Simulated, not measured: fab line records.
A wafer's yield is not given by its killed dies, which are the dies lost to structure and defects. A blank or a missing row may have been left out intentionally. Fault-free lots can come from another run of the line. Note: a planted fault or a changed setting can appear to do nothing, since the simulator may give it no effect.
Commonality check across tools / flow sky130 / Sampled: 12 lots, 36 wafers

== REASON IT WAS OPENED ==
At SKY_LI_CONTACT_RS_MEAS_22 the reading LI_CONTACT_W_RS is flagged on 2 of 12 lots. No-fault wafers: 0.285 ohm/sq, standard deviation 0.0047.
Rule: a lot is flagged in two cases, either no wafer of it has a number, or all its wafers with numbers fall more than 4 standard deviations from that mean. As for the other lots, they are considered sound.

lot=L633; measured=day 29 21:13; on=film metro-03; LI_CONTACT_W_RS (ohm/sq), wafer by wafer=0.289 0.285 0.291; flag=
lot=L634; measured=day 30 09:07; on=film metro-04; LI_CONTACT_W_RS (ohm/sq), wafer by wafer=0.291 0.286 0.287; flag=
lot=L636; measured=day 30 19:13; on=film metro-03; LI_CONTACT_W_RS (ohm/sq), wafer by wafer=0.286 0.288 0.284; flag=
lot=L637; measured=day 31 04:06; on=film metro-03; LI_CONTACT_W_RS (ohm/sq), wafer by wafer=0.288 0.283 0.287; flag=
lot=L638; measured=day 31 10:04; on=film metro-04; LI_CONTACT_W_RS (ohm/sq), wafer by wafer=0.283 0.283 0.282; flag=
lot=L639; measured=day 31 20:52; on=film metro-03; LI_CONTACT_W_RS (ohm/sq), wafer by wafer=0.289 0.287 0.288; flag=
lot=L640; measured=day 32 09:53; on=film metro-03; LI_CONTACT_W_RS (ohm/sq), wafer by wafer=0.277 0.282 0.279; flag=
lot=L643; measured=day 33 01:05; on=film metro-04; LI_CONTACT_W_RS (ohm/sq), wafer by wafer=0.274 0.275 0.273; flag=
lot=L644; measured=day 33 10:37; on=film metro-04; LI_CONTACT_W_RS (ohm/sq), wafer by wafer=0.315 0.312 0.319; flag=FLAGGED
lot=L645; measured=day 33 16:10; on=film metro-01; LI_CONTACT_W_RS (ohm/sq), wafer by wafer=0.324 0.315 0.320; flag=FLAGGED
lot=L653; measured=day 35 18:25; on=film metro-04; LI_CONTACT_W_RS (ohm/sq), wafer by wafer=0.277 0.283 0.279; flag=
lot=L655; measured=day 36 16:49; on=film metro-03; LI_CONTACT_W_RS (ohm/sq), wafer by wafer=0.282 0.283 0.283; flag=
The numbers of the flagged lots are 0.318 ohm/sq on average: +0.033 ohm/sq against the usual, or +7 standard deviations.

== EACH LOT AND THE TOOL IT RAN ON ==
2 process steps preceding the reading are held in the record, out of 708 steps in the route. Read each cell as the tool, then ch plus the chambers that the sampled wafers visited, then the start.
lot=L633; flag=; SKY_LI_CONTACT_SPUTTER_20=pvd sputter-01, day 29 21:02; SKY_LI_CONTACT_CVD_21=cvd w-01 ch 0,1, day 29 21:05
lot=L634; flag=; SKY_LI_CONTACT_SPUTTER_20=pvd sputter-03, day 30 08:55; SKY_LI_CONTACT_CVD_21=cvd w-01 ch 0,1, day 30 08:58
lot=L636; flag=; SKY_LI_CONTACT_SPUTTER_20=pvd sputter-02, day 30 19:02; SKY_LI_CONTACT_CVD_21=cvd w-01 ch 0, day 30 19:06
lot=L637; flag=; SKY_LI_CONTACT_SPUTTER_20=pvd sputter-02, day 31 03:55; SKY_LI_CONTACT_CVD_21=cvd w-01 ch 0,1, day 31 03:58
lot=L638; flag=; SKY_LI_CONTACT_SPUTTER_20=pvd sputter-02, day 31 09:50; SKY_LI_CONTACT_CVD_21=cvd w-02 ch 0,1, day 31 09:56
lot=L639; flag=; SKY_LI_CONTACT_SPUTTER_20=pvd sputter-03, day 31 20:41; SKY_LI_CONTACT_CVD_21=cvd w-01 ch 0,1, day 31 20:44
lot=L640; flag=; SKY_LI_CONTACT_SPUTTER_20=pvd sputter-03, day 32 09:40; SKY_LI_CONTACT_CVD_21=cvd w-02 ch 0,1, day 32 09:44
lot=L643; flag=; SKY_LI_CONTACT_SPUTTER_20=pvd sputter-01, day 33 00:44; SKY_LI_CONTACT_CVD_21=cvd w-02 ch 1, day 33 00:53
lot=L644; flag=FLAGGED; SKY_LI_CONTACT_SPUTTER_20=pvd sputter-02, day 33 10:25; SKY_LI_CONTACT_CVD_21=cvd w-01 ch 0,1, day 33 10:29
lot=L645; flag=FLAGGED; SKY_LI_CONTACT_SPUTTER_20=pvd sputter-02, day 33 15:59; SKY_LI_CONTACT_CVD_21=cvd w-01 ch 0,1, day 33 16:02
lot=L653; flag=; SKY_LI_CONTACT_SPUTTER_20=pvd sputter-02, day 35 18:05; SKY_LI_CONTACT_CVD_21=cvd w-02 ch 1, day 35 18:11
lot=L655; flag=; SKY_LI_CONTACT_SPUTTER_20=pvd sputter-02, day 36 16:37; SKY_LI_CONTACT_CVD_21=cvd w-02 ch 0,1, day 36 16:41
What is done by these steps:
- SKY_LI_CONTACT_SPUTTER_20: material TiN, target thk 20 nm, time 80 s.
- SKY_LI_CONTACT_CVD_21: deposits W, target thk 400 nm, time 120.56 s.
- SKY_LI_CONTACT_RS_MEAS_22: measures by four-point-probe.

== FLAGGED AGAINST TOTAL, ONE TOOL AT A TIME (gauges that did the reading follow at the end) ==
step=SKY_LI_CONTACT_SPUTTER_20; tool=pvd sputter-01; lots run=2; flagged=0; share of the flagged lots=none; sound lots run after its first flagged lot=-
step=SKY_LI_CONTACT_SPUTTER_20; tool=pvd sputter-02; lots run=7; flagged=2; share of the flagged lots=all; sound lots run after its first flagged lot=2 (L653,L655)
step=SKY_LI_CONTACT_SPUTTER_20; tool=pvd sputter-03; lots run=3; flagged=0; share of the flagged lots=none; sound lots run after its first flagged lot=-
step=SKY_LI_CONTACT_CVD_21; tool=cvd w-01; lots run=7; flagged=2; share of the flagged lots=all; sound lots run after its first flagged lot=0
step=SKY_LI_CONTACT_CVD_21; tool=cvd w-02; lots run=5; flagged=0; share of the flagged lots=none; sound lots run after its first flagged lot=-
step=SKY_LI_CONTACT_RS_MEAS_22; tool=film metro-01; lots run=1; flagged=1; share of the flagged lots=some; sound lots run after its first flagged lot=0
step=SKY_LI_CONTACT_RS_MEAS_22; tool=film metro-03; lots run=6; flagged=0; share of the flagged lots=none; sound lots run after its first flagged lot=-
step=SKY_LI_CONTACT_RS_MEAS_22; tool=film metro-04; lots run=5; flagged=1; share of the flagged lots=some; sound lots run after its first flagged lot=1 (L653)

== WHAT THE TABLE PERMITS ==
2 rows of the table ran every flagged lot: pvd sputter-02 at SKY_LI_CONTACT_SPUTTER_20, cvd w-01 at SKY_LI_CONTACT_CVD_21.
- pvd sputter-02 at SKY_LI_CONTACT_SPUTTER_20 ran 7 lots, 2 of them flagged. Lots that were sound ran on it after the first flagged one (L653, L655); a persistent fault on the entire tool would not allow that.
- cvd w-01 at SKY_LI_CONTACT_CVD_21 ran 7 lots, 2 of them flagged. It ran its last sound lot, L639, at day 31 20:44 and its first flagged lot, L644, at day 33 10:29: a fault with its onset between the two fits. Its own readings (chamber pressure Torr) fall more than 4 standard deviations out on all wafers of the flagged lots.
cvd w-01 at SKY_LI_CONTACT_CVD_21 is the single tool remaining.

== WHAT WAS PUT IN BY THE SIMULATOR ==
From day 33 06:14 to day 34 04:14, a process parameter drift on cvd w-01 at SKY_LI_CONTACT_CVD_21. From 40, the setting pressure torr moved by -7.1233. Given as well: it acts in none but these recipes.
Shown lots that were struck: L644, L645. This agrees with what the rule above found.
